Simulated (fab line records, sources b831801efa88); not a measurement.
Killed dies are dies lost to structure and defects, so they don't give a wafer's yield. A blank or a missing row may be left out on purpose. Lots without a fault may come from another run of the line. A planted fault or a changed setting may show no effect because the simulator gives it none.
A struck lot beside a sound one | flow sky130 | 16 steps out of a route of 708
Sound: wafers L537.4, L537.5, L537.6. Struck: wafers L529.4, L529.5, L529.6. The cause comes at the end.
At each step with rows: each side's tool, then ch and its chambers, then its first start. Under that, the readings that differ: sound wafers | struck wafers | difference of the means | sigmas: that difference in standard deviations of wafers without a fault.
alike: readings whose means differ by less than 2 such deviations, and words and numbers that are the same on both sides. not compared: withheld readings, readings that some wafer has no value for, bounds like >300 that may hide the same value, and numbers for which the record gives no deviation and whose values overlap.
The two part at a step that has a row with sigmas, a row that says differs or no value, or rows on one side only. Numbers that don't overlap but have no deviation are shown without sigmas and don't part them. A reading that every wafer of one side lacks parts them only if that side has two wafers or more.

first, 2 steps without rows for these wafers: SKY_VT_ADJUST_PCH_PEB_05; SKY_VT_ADJUST_PCH_DEVELOP_06 (develop time 60 s).
SKY_VT_ADJUST_PCH_OVL_MEAS_07:
  sound on overlay-02, day 16 11:40; struck on overlay-02, day 13 06:25
  alike: VT_ADJUST_PCH_OVL
then, 1 step without rows for these wafers: SKY_VT_ADJUST_PCH_IMPLANT_08.
SKY_VT_ADJUST_PCH_STRIP_09: strips in O2/N2.
  sound on plasma_asher-02 ch 0,1, day 16 11:52; struck on plasma_asher-01 ch 0,1, day 13 06:37
  alike: drypump_motor_current_A, oes_product_au, strip_time_to_endpoint_s
  not compared: rf_hours_counter_h
SKY_VT_ADJUST_PCH_TW_MEAS_10:
  sound on film_metro-03, day 16 11:58; struck on film_metro-01, day 13 06:43
  alike: VT_ADJUST_PCH_TW
then, 6 steps without rows for these wafers: SKY_SONOS_TUNNEL_DEHYDRATE_00 (time 60 s); SKY_SONOS_TUNNEL_HMDS_01 (prime time 60 s); SKY_SONOS_TUNNEL_COAT_02 (resist thk 1140 nm); SKY_SONOS_TUNNEL_SOFTBAKE_03 (time 60 s); SKY_SONOS_TUNNEL_EXPOSE_04 (exposes mask TUNM, target cd 410 nm); SKY_SONOS_TUNNEL_PEB_05.
SKY_SONOS_TUNNEL_DEVELOP_06: develop time 60 s.
  sound on litho_track-02 ch 0, day 17 17:02; struck on litho_track-02 ch 0, day 14 07:44
  alike: developer_temp_C
SKY_SONOS_TUNNEL_CD_MEAS_07: target cd 410 nm.
  sound on cd_sem-01, day 17 17:10; struck on cd_sem-02, day 14 07:52
  reading    | sound             | struck            | difference | sigmas
  cd_nm (nm) | 407.5 409.0 408.8 | 323.1 323.2 324.4 | -84.9      | -30
SKY_SONOS_TUNNEL_OVL_MEAS_08:
  sound on overlay-02, day 17 17:14; struck on overlay-02, day 14 07:56
  alike: SONOS_TUNNEL_OVL
-- the record jumps here: 34 days lie between the struck wafers' starts before and after (it left off in module SONOS_TUNNEL and takes up again in module PAD_OPEN, whose first step shown is number 708 of the route) --
SKY_PAD_OPEN_PROBE_99:
  sound on prober-01, day 50 09:26; struck on prober-01, day 48 02:04
  reading                              | sound                   | struck                  | difference | sigmas
  model.etest.sonos_uncharged.vt_v (V) | -0.4462 -0.3935 -0.4329 | -0.4965 -0.4504 -0.4576 | -0.0440    |
  alike: killed_at_M0_to_M3, killed_at_M4_up, killed_at_contacts, killed_at_front_end, killed_at_other, killed_dies, killed_open, killed_short

WHERE THEY PART
Only at SKY_SONOS_TUNNEL_CD_MEAS_07, within this record. Later steps at which nothing parts them and some readings are alike: SKY_SONOS_TUNNEL_OVL_MEAS_08, SKY_PAD_OPEN_PROBE_99.

WHY: what the simulator had put in
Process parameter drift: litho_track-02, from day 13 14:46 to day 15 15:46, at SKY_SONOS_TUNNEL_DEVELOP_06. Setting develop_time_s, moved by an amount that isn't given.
